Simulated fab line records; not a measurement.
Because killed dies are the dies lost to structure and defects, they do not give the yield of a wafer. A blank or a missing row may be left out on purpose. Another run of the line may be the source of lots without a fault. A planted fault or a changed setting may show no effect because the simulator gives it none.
Comparing a struck lot with a sound one / flow sky130 / 15 steps out of a route of 708
Sound: the wafers L287.1, L287.2, L287.6. Struck: wafers L299.2, L299.4, L299.6. At the end, the cause is stated.
Order at every step that has rows: each side's tool, ch and its chambers, its first start. Under that, the readings that differ: sound wafers / struck wafers / difference of the means / sigmas: that difference in standard deviations of wafers without a fault.
alike: a reading whose means differ by less than 2 such deviations, as well as words and numbers matching on both sides. not compared: withheld readings; readings where some wafer has no value; bounds like >300 that might hide an equal value; numbers whose values overlap and for which the record gives no deviation.
Wherever a step has rows on one side only, a row that says differs or no value, or a row with sigmas, the two part there. Numbers that don't overlap but have no deviation are shown without sigmas and don't part them. Lack of a reading on every wafer of one side parts them only where that side has two or more wafers.

SKY_VT_ADJUST_HVTP_OVL_MEAS_08:
  sound: overlay-02 at day 7 09:41; struck: overlay-01 at day 11 02:23
  alike: VT_ADJUST_HVTP_OVL
next, for these wafers, 1 step has no rows: SKY_VT_ADJUST_HVTP_IMPLANT_09.
SKY_VT_ADJUST_HVTP_STRIP_10: strips in O2/N2.
  sound on plasmaAsher-04 ch 0,1, day 7 09:52; struck on plasmaAsher-01 ch 0,1, day 11 02:34
  alike: chamberPressureMTorr, drypumpMotorCurrentA, oesProductAu, stripTimeToEndpointS
  not compared: rfHoursCounterH
SKY_VT_ADJUST_HVTP_TW_MEAS_11:
  sound: filmMetro-02 at day 7 09:58; struck: filmMetro-03 at day 11 02:41
  alike: VT_ADJUST_HVTP_TW
then, 7 steps without rows for these wafers: SKY_VT_ADJUST_LVTN_DEHYDRATE_00 (time 60 s); SKY_VT_ADJUST_LVTN_HMDS_01 (prime time 60 s); SKY_VT_ADJUST_LVTN_COAT_02 (resist thk 3000 nm); SKY_VT_ADJUST_LVTN_SOFTBAKE_03; SKY_VT_ADJUST_LVTN_EXPOSE_04 (exposes mask NWM COMPLEMENT LESS NATIVE, target cd 840 nm); SKY_VT_ADJUST_LVTN_PEB_05; SKY_VT_ADJUST_LVTN_DEVELOP_06 (develop time 60 s).
SKY_VT_ADJUST_LVTN_OVL_MEAS_07:
  sound: overlay-01 at day 8 05:47; struck: overlay-01 at day 12 02:32
reading=VT_ADJUST_LVTN_OVL (nm); sound=1.8 3.3 3.0; struck=1.5 -1.1 0.1; difference=-2.5; sigmas=-2
SKY_VT_ADJUST_LVTN_IMPLANT_08:
  sound on implanter-03 ch 0, day 8 05:50; struck on implanter-03 ch 0, day 12 02:48
reading=doseIonsCm2; sound=1.5687e+12 1.5701e+12 1.5689e+12; struck=1.5046e+12 1.5062e+12 1.506e+12; difference=-6.3633e+10; sigmas=-40
SKY_VT_ADJUST_LVTN_STRIP_09: strips in O2/N2.
  sound on plasmaAsher-03 ch 0,1, day 8 05:59; struck on plasmaAsher-04 ch 0,1, day 12 02:56
reading=oesProductAu (a.u.); sound=0.717 0.717 0.718; struck=0.730 0.721 0.735; difference=+0.011; sigmas=+3
reading=stripTimeToEndpointS (s); sound=37.09 36.92 36.92; struck=36.65 36.69 36.86; difference=-0.24; sigmas=-2
  alike: chamberPressureMTorr, drypumpMotorCurrentA
  not compared: rfHoursCounterH
SKY_PAD_OPEN_PROBE_99:
  the record holds rows for the sound wafers here (prober-01, day 47 00:56) but none for the struck ones

## WHERE THEY PART
Earliest at SKY_VT_ADJUST_LVTN_OVL_MEAS_07; latest, in this record, at SKY_PAD_OPEN_PROBE_99.

WHY: the cause the simulator had injected
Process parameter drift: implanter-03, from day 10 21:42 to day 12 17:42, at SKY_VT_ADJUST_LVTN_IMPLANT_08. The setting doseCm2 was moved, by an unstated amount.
